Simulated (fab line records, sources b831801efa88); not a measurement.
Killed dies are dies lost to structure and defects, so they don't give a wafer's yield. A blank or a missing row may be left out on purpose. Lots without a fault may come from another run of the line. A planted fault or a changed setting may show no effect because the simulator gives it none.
fab line records | flow sky130
record lots=12 wafers=36 last_day=50
route steps=708 shown NWELL@64 SPACER@306 SD_N@354 CAP2M@605
lots that met no fault: from a run of the same line without faults
start_h: hours from the record's first day to the start of the lot's first wafer shown | wait_h: hours since the lot's step before | " the same as in the row above | L1.1+2: a row that stands for several wafers | - no value, or no start given | * or withheld: withheld | < > ~ a bound
route shown NAME@n: a module of which the file shows steps, and the number in the route of the first | usual: mean/standard deviation of fault-free wafers | same: alike in all rows | chamber/n: place in a boat | sites: the reading at each site | _std_site: their standard deviation | _edge_site: outer sites' mean less inner sites' | radius_mm: how far each site lies from the wafer's centre | mask NAME#n: copy n | behind: the tool/chamber that last shaped the wafer | hold: why the lot was held/for how many hours/how that ended | device: the transistor (n, p or np) that didn't switch | end of line: the same wafers' tests at the end of the route | a step without rows: its recipe alone | killed: dies lost to structure and defects at the first sort, not the wafer's yield | map: a wafer's dies, x killed, . not, _ none there
set.NAME: the setting as run; set.NAME@STEP: as run at that earlier step | model.NAME: the simulator's own value behind a step, which no gauge read
steps of the route over a sample of lots; a table a step, a row a wafer
services: from which hour (start_h, from the record's first day; less than 0 if before it) a tool's chamber was out of use, for how many hours, and why
## steps
# step SKY_NWELL_IMPLANT_11
# recipe species=P energy_kev=400 dose_cm2=1.9e+13 tilt_deg=withheld
# usual beam_energy_keV=400.02/0.12
# columns lot.wafer tool chamber start_h wait_h beam_energy_keV
L395.2 implanter-03 0 85.48 0.0 400.08
L395.5 " 0 " " 400.09
L395.6 " 0 " " 400.13
L396.1 implanter-02 0 91.45 0.0 399.99
L396.3 " 0 " " 400.04
L396.4 " 0 " " 400.00
L397.3 implanter-02 0 95.91 0.1 400.04
L397.4 " 0 " " 400.09
L397.5 " 0 " " 400.05
L398.4 implanter-03 0 99.98 0.1 399.93
L398.5 " 0 " " 399.82
L398.6 " 0 " " 399.92
L399.4 implanter-02 0 109.67 0.1 399.81
L399.5 " 0 " " 400.07
L399.6 " 0 " " 399.94
L402.2 implanter-02 0 131.72 0.0 399.85
L402.4 " 0 " " 400.11
L402.6 " 0 " " 399.92
L401.2 implanter-03 0 132.33 0.0 399.89
L401.5 " 0 " " 399.81
L401.6 " 0 " " 400.00
L405.1 implanter-03 0 145.86 0.0 487.80
L405.5 " 0 " " 487.79
L405.6 " 0 " " 487.51
L407.1 implanter-03 0 160.71 0.0 487.41
L407.3 " 0 " " 487.51
L407.6 " 0 " " 487.33
L413.1 implanter-02 0 190.96 0.0 399.93
L413.5 " 0 " " 399.92
L413.6 " 0 " " 399.87
L417.1 implanter-02 0 212.35 0.0 400.00
L417.3 " 0 " " 400.04
L417.4 " 0 " " 400.10
L418.1 implanter-01 0 219.25 0.0 400.20
L418.3 " 0 " " 400.03
L418.5 " 0 " " 400.00
# step SKY_NWELL_TW_MEAS_15
# usual NWELL_TW=1831/7.1
# columns lot.wafer tool chamber start_h wait_h NWELL_TW
L395.2 film_metro-02 - 86.02 0.1 1832
L395.5 " - " " 1825
L395.6 " - " " 1833
L396.1 film_metro-02 - 92.00 0.1 1823
L396.3 " - " " 1822
L396.4 " - " " 1828
L397.3 film_metro-03 - 96.43 0.1 1825
L397.4 " - " " 1826
L397.5 " - " " 1830
L398.4 film_metro-02 - 100.49 0.1 1830
L398.5 " - " " 1824
L398.6 " - " " 1825
L399.4 film_metro-02 - 110.18 0.1 1834
L399.5 " - " " 1830
L399.6 " - " " 1828
L402.2 film_metro-03 - 132.25 0.1 1827
L402.4 " - " " 1828
L402.6 " - " " 1829
L401.2 film_metro-04 - 132.87 0.1 1831
L401.5 " - " " 1820
L401.6 " - " " 1827
L405.1 film_metro-02 - 146.41 0.1 1865
L405.5 " - " " 1855
L405.6 " - " " 1862
L407.1 film_metro-02 - 161.26 0.1 1867
L407.3 " - " " 1867
L407.6 " - " " 1858
L413.1 film_metro-02 - 191.51 0.1 1837
L413.5 " - " " 1834
L413.6 " - " " 1821
L417.1 film_metro-03 - 212.90 0.1 1846
L417.3 " - " " 1828
L417.4 " - " " 1834
L418.1 film_metro-02 - 219.80 0.1 1839
L418.3 " - " " 1834
L418.5 " - " " 1844
# step SKY_NWELL_RS_MEAS_29
# recipe thk_meas_gauge=four-point-probe
# usual NWELL_RS=624.8/1.9
# columns lot.wafer tool chamber start_h wait_h NWELL_RS[ohm/sq]
L395.2 film_metro-03 - 104.14 0.1 623.8
L395.5 " - " " 624.3
L395.6 " - " " 624.5
L396.1 film_metro-02 - 110.31 0.1 627.9
L396.3 " - " " 627.5
L396.4 " - " " 628.1
L397.3 film_metro-04 - 114.80 0.1 622.7
L397.4 " - " " 624.6
L397.5 " - " " 623.6
L398.4 film_metro-03 - 118.82 0.1 623.6
L398.5 " - " " 624.5
L398.6 " - " " 624.9
L399.4 film_metro-03 - 129.06 0.1 625.8
L399.5 " - " " 625.6
L399.6 " - " " 625.0
L402.2 film_metro-04 - 152.43 0.1 626.7
L402.4 " - " " 627.4
L402.6 " - " " 624.7
L401.2 film_metro-02 - 152.99 0.1 625.2
L401.5 " - " " 624.1
L401.6 " - " " 625.2
L405.1 film_metro-02 - 167.26 0.1 597.9
L405.5 " - " " 598.1
L405.6 " - " " 598.4
L407.1 film_metro-03 - 181.40 0.1 600.5
L407.3 " - " " 599.4
L407.6 " - " " 600.2
L413.1 film_metro-02 - 213.46 0.1 626.3
L413.5 " - " " 629.0
L413.6 " - " " 625.2
L417.1 film_metro-02 - 235.56 0.1 625.3
L417.3 " - " " 626.7
L417.4 " - " " 626.2
L418.1 film_metro-04 - 242.70 0.1 625.7
L418.3 " - " " 623.5
L418.5 " - " " 623.5
# step SKY_SPACER_ETCHBACK_02
# recipe chemistry=CH3F/O2 target=Si3N4 stop_on=SiO2 source_w=400 bias_w=80 pressure_mtorr=25 ch3f_flow_sccm=40 O2_flow_sccm=30 time_s=46.7 target_depth_a=450
# usual drypump_motor_current_A=5.6/0.41 oes_product_au=0.855/0.0062 throttle_valve_pct=10.562/0.009
# columns lot.wafer tool chamber start_h wait_h drypump_motor_current_A oes_product_au rf_hours_counter_h throttle_valve_pct
L395.2 rie_diel-04 3 524.52 0.0 5.3 0.852 10 10.563
L395.5 " 2 " " 5.5 0.853 - 10.569
L395.6 " 3 " " 5.3 0.847 - 10.548
L396.1 rie_diel-02 0 541.29 0.1 5.2 0.852 81 10.549
L396.3 " 2 " " 5.7 0.843 1 10.560
L396.4 " 1 " " 5.5 0.847 9 10.560
L397.3 rie_diel-04 3 545.02 0.0 5.3 0.861 10 10.564
L397.4 " 2 " " 5.5 0.851 3 10.569
L397.5 " 3 " " 5.3 0.857 - 10.579
L398.4 rie_diel-03 2 549.93 0.0 5.2 0.855 - 10.566
L398.5 " 3 " " 5.8 0.858 - 10.546
L398.6 " 1 " " 5.6 0.862 - 10.554
L399.4 rie_diel-02 1 579.04 0.0 5.5 0.853 9 10.575
L399.5 " 1 " " 5.5 0.845 - 10.565
L399.6 " 2 " " 5.7 0.844 - 10.554
L402.2 rie_diel-04 0 597.06 0.0 6.3 0.861 5 10.556
L402.4 " 1 " " 4.7 0.857 58 10.567
L402.6 " 3 " " 5.3 0.862 - 10.550
L401.2 rie_diel-03 1 599.92 0.0 5.6 0.839 9 10.539
L401.5 " 0 " " 6.5 0.854 - 10.563
L401.6 " 3 " " 5.8 0.853 - 10.558
L405.1 rie_diel-02 2 619.02 0.1 5.7 0.846 2 10.564
L405.5 " 3 " " 5.8 0.861 - 10.562
L405.6 " 2 " " 5.7 0.854 - 10.585
L407.1 rie_diel-04 1 637.56 0.1 4.7 0.853 59 10.574
L407.3 " 3 " " 5.3 0.852 12 10.577
L407.6 " 2 " " 5.5 0.859 - 10.552
L413.1 rie_diel-04 0 680.07 0.1 6.3 0.865 8 10.562
L413.5 " 3 " " 5.2 0.862 - 10.564
L413.6 " 2 " " 5.5 0.851 - 10.556
L417.1 rie_diel-03 0 715.40 0.1 6.5 0.862 4 10.566
L417.3 " 3 " " 5.8 0.862 13 10.541
L417.4 " 2 " " 5.3 0.861 7 10.555
L418.1 rie_diel-02 0 717.17 0.1 5.2 0.847 3 10.546
L418.3 " 3 " " 5.8 0.853 16 10.552
L418.5 " 2 " " 5.7 0.854 - 10.562
# step SKY_SD_N_TW_MEAS_12
# usual SD_N_TW=3989/20
# columns lot.wafer tool chamber start_h wait_h SD_N_TW
L395.2 film_metro-02 - 642.87 0.1 4028
L395.5 " - " " 4026
L395.6 " - " " 4019
L396.1 film_metro-02 - 658.36 0.1 4025
L396.3 " - " " 3995
L396.4 " - " " 4024
L397.3 film_metro-01 - 662.30 0.1 4016
L397.4 " - " " 4000
L397.5 " - " " 4005
L398.4 film_metro-01 - 667.16 0.1 3994
L398.5 " - " " 4001
L398.6 " - " " 3997
L399.4 film_metro-02 - 694.64 0.1 3990
L399.5 " - " " 4005
L399.6 " - " " 3998
L402.2 film_metro-01 - 710.52 0.1 3978
L402.4 " - " " 3973
L402.6 " - " " 3979
L401.2 film_metro-02 - 713.01 0.2 3960
L401.5 " - " " 3957
L401.6 " - " " 3973
L405.1 film_metro-02 - 733.08 0.1 3954
L405.5 " - " " 3973
L405.6 " - " " 3990
L407.1 film_metro-02 - 750.51 0.1 3992
L407.3 " - " " 3985
L407.6 " - " " 3979
L413.1 film_metro-01 - 791.29 0.1 3973
L413.5 " - " " 3967
L413.6 " - " " 3955
L417.1 film_metro-02 - 823.78 0.1 3985
L417.3 " - " " 3985
L417.4 " - " " 3999
L418.1 film_metro-01 - 825.36 0.1 3992
L418.3 " - " " 3991
L418.5 " - " " 3976
# step SKY_CAP2M_SPUTTER_02
# recipe material=TiN target_thk_nm=200 temp_c=300 power_w=6500 time_s=166.7 chamber_pressure_pa=0.4
# usual throttle_valve_pct=30.0/1.5
# columns lot.wafer tool chamber start_h wait_h throttle_valve_pct
L395.2 pvd_sputter-04 - 928.21 0.0 28.5
L395.5 " - " " 28.5
L395.6 " - " " 29.4
L396.1 pvd_sputter-02 - 939.57 0.1 29.0
L396.3 " - " " 30.7
L396.4 " - " " 28.9
L397.3 pvd_sputter-03 - 944.23 0.0 31.2
L397.4 " - " " 32.0
L397.5 " - " " 32.2
L398.4 pvd_sputter-02 - 946.30 0.0 30.7
L398.5 " - " " 29.0
L398.6 " - " " 28.5
L399.4 pvd_sputter-03 - 972.27 0.0 31.4
L399.5 " - " " 31.7
L399.6 " - " " 31.8
L402.2 pvd_sputter-02 - 987.90 0.0 29.0
L402.4 " - " " 30.6
L402.6 " - " " 30.6
L401.2 pvd_sputter-04 - 987.99 0.0 28.5
L401.5 " - " " 32.2
L401.6 " - " " 28.5
L405.1 pvd_sputter-04 - 1005.68 0.1 28.7
L405.5 " - " " 32.2
L405.6 " - " " 28.5
L407.1 pvd_sputter-04 - 1018.45 0.1 28.7
L407.3 " - " " 32.0
L407.6 " - " " 32.1
L413.1 pvd_sputter-04 - 1054.87 0.1 28.6
L413.5 " - " " 28.7
L413.6 " - " " 28.5
L417.1 pvd_sputter-04 - 1081.00 0.1 31.9
L417.3 " - " " 29.5
L417.4 " - " " 28.5
L418.1 pvd_sputter-02 - 1084.27 0.1 30.6
L418.3 " - " " 29.0
L418.5 " - " " 28.4
## services
# columns tool chamber start_h hours kind
implanter-03 - 64.62 2.1 repair
rie_diel-04 3 79.64 9.3 repair
rie_diel-04 2 86.14 2.6 repair
implanter-02 - 261.62 4.6 pm
implanter-02 - 296.90 1.8 repair
pvd_sputter-04 - 330.74 2.5 repair
pvd_sputter-04 - 393.78 0.8 repair
implanter-02 - 408.44 1.4 repair
pvd_sputter-04 - 430.65 2.2 repair
implanter-02 - 525.40 15.2 pm
pvd_sputter-04 - 625.41 1.6 repair
implanter-02 - 633.63 0.7 repair
implanter-02 - 639.73 3.6 repair
implanter-02 - 643.03 6.1 repair
implanter-02 - 664.94 11.5 repair
implanter-02 - 740.05 6.5 repair
implanter-02 - 750.62 5.5 pm
implanter-02 - 822.60 1.5 repair
implanter-02 - 829.97 12.9 repair
implanter-02 - 861.35 3.4 pm
implanter-02 - 878.55 4.2 repair
pvd_sputter-04 - 909.22 0.7 repair
implanter-02 - 996.13 2.9 repair
implanter-02 - 1013.64 82.4 repair
## key
first_sign step=SKY_NWELL_IMPLANT_11 reading=beam_energy_keV direction=up sigmas=99+ usual=* struck=*
effect step=SKY_NWELL_TW_MEAS_15 reading=NWELL_TW direction=up sigmas=4.4 usual=1831 struck=1862
effect step=SKY_NWELL_RS_MEAS_29 reading=NWELL_RS direction=down sigmas=14 usual=624.8 struck=599.1
met_at SKY_NWELL_IMPLANT_11
struck_lots L405,L407
tester_left_out L405,L407
not_acting_at SKY_SPACER_ETCHBACK_02,SKY_SD_N_TW_MEAS_12,SKY_CAP2M_SPUTTER_02
onset_between 132.33 145.86
fault kind=process_parameter_drift tool=implanter-03 chamber=- onset_h=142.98 steps=SKY_NWELL_IMPLANT_11 channel=energy_kev offset=* shape=step end_h=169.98 acts_in=* stated=*
# tester_left_out: of these lots the tester's yield and bins aren't shown, on N5 and GAA mostly nor the transistor test; their killed dies are dies lost to structure and defects alone, not to doping, threshold or leakage, so they don't give the yield
